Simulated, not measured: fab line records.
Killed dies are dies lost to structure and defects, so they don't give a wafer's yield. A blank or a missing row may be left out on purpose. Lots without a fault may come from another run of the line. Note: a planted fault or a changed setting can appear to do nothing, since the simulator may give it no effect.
Check for tools in common -- flow sky130 -- 11 lots and 36 wafers in the sample

## WHY THIS WAS OPENED
At SKY_LDD_HVP_TW_MEAS_10 the reading LDD_HVP_TW is flagged on 1 of 11 lots. Fault-free wafers read 460, with a standard deviation of 4.5.
Rule: a lot is flagged when every wafer of it that has a number lies more than 4 standard deviations from that mean, or none has a number. As for the other lots, they are considered sound.

lot,measured,on,"LDD_HVP_TW, wafer by wafer",flag
L613,day 22 05:00,film metro-02,459 463 463,
L616,day 23 00:42,film metro-01,464 465 465,
L617,day 23 11:50,film metro-03,456 454 453,
L619,day 24 11:39,film metro-02,462 461 464,
L620,day 24 18:55,film metro-02,30 30 30 30 30 30,FLAGGED
L622,day 25 07:08,film metro-02,462 460 460,
L630,day 28 06:11,film metro-01,467 467 466,
L631,day 28 09:56,film metro-03,453 452 452,
L632,day 29 13:30,film metro-01,467 466 463,
L635,day 30 05:39,film metro-02,456 457 457,
L634,day 30 07:41,film metro-01,462 465 463,
Average over the flagged lots: 30; offset from the usual -430, equal to -96 standard deviations.

## LOT BY LOT: THE TOOL USED
2 process steps preceding the reading are held in the record, out of 708 steps in the route. Read each cell as the tool, then ch plus the chambers that the sampled wafers visited, then the start.
lot,flag,SKY_LDD_P_STRIP_10,SKY_LDD_HVP_EXPOSE_04
L613,,"plasma asher-03 ch 0,1, day 19 14:19","iline stepper-01 ch 0, day 21 13:09"
L616,,"plasma asher-02 ch 0,1, day 20 11:05","iline stepper-02 ch 0, day 22 09:19"
L617,,"plasma asher-04 ch 0,1, day 20 22:19","iline stepper-02 ch 0, day 22 20:16"
L619,,"plasma asher-03 ch 1, day 21 22:43","iline stepper-02 ch 0, day 23 21:01"
L620,FLAGGED,"plasma asher-02 ch 0,1, day 22 06:16","iline stepper-01 ch 0, day 24 03:18"
L622,,"plasma asher-03 ch 0,1, day 22 19:34","iline stepper-02 ch 0, day 24 16:14"
L630,,"plasma asher-02 ch 1, day 25 20:22","iline stepper-01 ch 0, day 27 16:12"
L631,,"plasma asher-04 ch 0,1, day 26 00:40","iline stepper-01 ch 0, day 27 19:39"
L632,,"plasma asher-03 ch 0,1, day 27 04:44","iline stepper-01 ch 0, day 28 23:53"
L635,,"plasma asher-04 ch 0,1, day 27 20:38","iline stepper-02 ch 0, day 29 15:12"
L634,,"plasma asher-04 ch 0,1, day 27 22:05","iline stepper-02 ch 0, day 29 17:34"
What is done by these steps:
- SKY_LDD_P_STRIP_10: strips in O2/N2.
- SKY_LDD_HVP_EXPOSE_04: exposes mask HVPTM, target cd 700 nm.
- SKY_LDD_HVP_TW_MEAS_10

## FLAGGED OVER TOTAL, TOOL BY TOOL (the gauges that took the reading come last)
step,tool,lots run,flagged,share of the flagged lots,sound lots run after its first flagged lot
SKY_LDD_P_STRIP_10,plasma asher-02,3,1,all,1 (L630)
SKY_LDD_P_STRIP_10,plasma asher-03,4,0,none,-
SKY_LDD_P_STRIP_10,plasma asher-04,4,0,none,-
SKY_LDD_HVP_EXPOSE_04,iline stepper-01,5,1,all,"3 (L630,L631,L632)"
SKY_LDD_HVP_EXPOSE_04,iline stepper-02,6,0,none,-
SKY_LDD_HVP_TW_MEAS_10,film metro-01,4,0,none,-
SKY_LDD_HVP_TW_MEAS_10,film metro-02,5,1,all,"2 (L622,L635)"
SKY_LDD_HVP_TW_MEAS_10,film metro-03,2,0,none,-

## WHAT THE TABLE ALLOWS
Rows of the table that ran every flagged lot, 3 in all: plasma asher-02 at SKY_LDD_P_STRIP_10, iline stepper-01 at SKY_LDD_HVP_EXPOSE_04, film metro-02 at SKY_LDD_HVP_TW_MEAS_10.
- plasma asher-02 at SKY_LDD_P_STRIP_10 ran 3 lots, 1 of them flagged. Sound lots followed the first flagged one (L630) on it, something a lasting fault affecting the whole tool could not allow.
- iline stepper-01 at SKY_LDD_HVP_EXPOSE_04 ran 5 lots, 1 of them flagged. Sound lots followed the first flagged one (L630, L631, L632) on it, something a lasting fault affecting the whole tool could not allow.
- film metro-02 at SKY_LDD_HVP_TW_MEAS_10 ran 5 lots, 1 of them flagged. Sound lots followed the first flagged one (L622, L635) on it, something a lasting fault affecting the whole tool could not allow.
Not one row of the table ran every flagged lot while running no sound lot after the first.

## WHAT THE SIMULATOR PUT IN
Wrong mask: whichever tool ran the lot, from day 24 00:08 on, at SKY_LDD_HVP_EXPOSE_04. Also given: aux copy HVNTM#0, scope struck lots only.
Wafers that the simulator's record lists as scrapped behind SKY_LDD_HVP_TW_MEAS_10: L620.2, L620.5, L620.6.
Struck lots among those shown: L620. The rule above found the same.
